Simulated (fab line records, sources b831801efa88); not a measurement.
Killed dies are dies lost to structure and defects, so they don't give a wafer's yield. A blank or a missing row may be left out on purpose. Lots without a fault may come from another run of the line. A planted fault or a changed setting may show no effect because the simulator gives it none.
A struck lot beside a sound one | flow sky130 | 35 steps out of a route of 708
Sound: wafers L653.1, L653.5, L653.6. Struck: wafers L666.2, L666.4. (L666.1 of the same lot was not struck and is left out.) The cause comes at the end.
At each step with rows: each side's tool, then ch and its chambers, then its first start. Under that, the readings that differ: sound wafers | struck wafers | difference of the means | sigmas: that difference in standard deviations of wafers without a fault.
alike: readings whose means differ by less than 2 such deviations, and words and numbers that are the same on both sides. not compared: withheld readings, readings that some wafer has no value for, bounds like >300 that may hide the same value, and numbers for which the record gives no deviation and whose values overlap.
The two part at a step that has a row with sigmas, a row that says differs or no value, or rows on one side only. Numbers that don't overlap but have no deviation are shown without sigmas and don't part them. A reading that every wafer of one side lacks parts them only if that side has two wafers or more.

first, 8 steps without rows for these wafers: SKY_CAPM_SPUTTER_02 (material TiN, target thk 200 nm, time 166.7 s); SKY_CAPM_DEHYDRATE_05 (time 60 s); SKY_CAPM_HMDS_06 (prime time 60 s); SKY_CAPM_COAT_07 (resist thk 1140 nm); SKY_CAPM_SOFTBAKE_08 (time 60 s); SKY_CAPM_EXPOSE_09 (exposes mask CAPM, target cd 1000 nm); SKY_CAPM_PEB_10; SKY_CAPM_DEVELOP_11 (develop time 60 s).
SKY_CAPM_METAL_ETCH_13: etches TiN in Cl2/BCl3, stops on SiO2, target depth 220 nm, time 62.9 s.
  sound on rie_metal-04 ch 0,1, day 37 22:49; struck on rie_metal-04 ch 1, day 41 15:32
  alike: drypump_motor_current_A, mfc_cl2_sccm, oes_product_au, throttle_valve_pct
  not compared: rf_hours_counter_h
then, 25 steps without rows for these wafers: SKY_CAPM_STRIP_14 (strips in O2/N2); SKY_CAPM_STRIP_15 (strips in post etch residue remover, time 1200 s); SKY_CAPM_CLEAN_16 (cleans in IPA, time 180 s); SKY_CAPM_CLEAN_17 (cleans in O3/DIW); SKY_METAL3_DEHYDRATE_05 (time 60 s); SKY_METAL3_HMDS_06 (prime time 60 s); SKY_METAL3_COAT_07 (resist thk 60 nm); SKY_METAL3_COAT_08 (resist thk 1140 nm); SKY_METAL3_SOFTBAKE_09 (time 90 s); SKY_METAL3_EXPOSE_10 (exposes mask MM3, target cd 300 nm); SKY_METAL3_PEB_11; SKY_METAL3_DEVELOP_12 (develop time 60 s); SKY_METAL3_DESCUM_15 (chemistry O2, time 8 s); SKY_METAL3_ETCH_16 (etches BARC in N2/H2, stops on SiO2, time 88.2 s, target depth 60 nm); SKY_METAL3_ETCH_17 (etches SiO2 in C4F8/O2/Ar, stops on TiN, time 3.9 s, target depth 15 nm); SKY_METAL3_METAL_ETCH_18 (etches the open film in Cl2/BCl3, stops on SiO2, target depth 845 nm, time 183.1 s); SKY_METAL3_STRIP_19 (strips in O2/N2); SKY_METAL3_STRIP_20 (strips in post etch residue remover, time 1200 s); SKY_METAL3_CLEAN_21 (cleans in IPA, time 180 s); SKY_METAL3_CLEAN_22 (cleans in O3/DIW); SKY_VIA3_HDPCVD_00 (deposits SiO2, target thk 1635 nm, time 272.5 s); SKY_VIA3_CMP_02 (polishes SiO2); SKY_VIA3_DEHYDRATE_04 (time 60 s); SKY_VIA3_HMDS_05 (prime time 60 s); SKY_VIA3_COAT_06 (resist thk 60 nm).
-- the record jumps here: 8 days lie between the struck wafers' starts before and after (it left off in module VIA3 and takes up again in module PAD_OPEN, whose first step shown is number 708 of the route) --
SKY_PAD_OPEN_PROBE_99:
  sound on prober-02, day 46 04:08; struck on prober-01, day 49 05:40
  reading                               | sound              | struck      | difference | sigmas
  defect_limited_yield (%)              | 83.1 86.8 87.0     | 71.5 70.1   | -14.8      | -7
  killed_at_other                       | 0 1 1              | 50 54       | +51        | +92
  killed_dies                           | 83 65 64           | 140 147     | +73        | +7
  killed_on_rim                         | 24 13 8            | 29 30       | +14        | +3
  sort_bin_3_pad_short (%)              | 0.2 1.2 0.4        | 2.8 3.7     | +2.6       | +6
  sort_bin_5_function (%)               | 11.2 6.9 8.9       | 17.1 17.5   | +8.3       | +5
  sort_bin_6_memory (%)                 | 5.5 5.1 3.7        | 8.5 8.7     | +3.8       | +3
  sort_n_pass                           | 409 427 428        | 352 345     | -73        | -7
  sort_yield_pct (%)                    | 83.1 86.8 87.0     | 71.5 70.1   | -14.8      | -7
  model.etest.tester.sort_n_pass        | 409 427 428        | 352 345     | -73        |
  model.etest.tester.sort_yield_pct (%) | 83.13 86.79 86.99  | 71.54 70.12 | -14.81     |
  model.etest.tester.sort_bin_5_pct (%) | 11.18 6.911 8.943  | 17.07 17.48 | +8.26      |
  model.etest.tester.sort_bin_3_pct (%) | 0.2033 1.22 0.4065 | 2.846 3.659 | +2.643     |
  alike: killed_at_M0_to_M3, killed_at_M4_up, killed_at_contacts, killed_at_front_end, killed_open, killed_short

WHERE THEY PART
Only at SKY_PAD_OPEN_PROBE_99, within this record.

WHY: what the simulator had put in
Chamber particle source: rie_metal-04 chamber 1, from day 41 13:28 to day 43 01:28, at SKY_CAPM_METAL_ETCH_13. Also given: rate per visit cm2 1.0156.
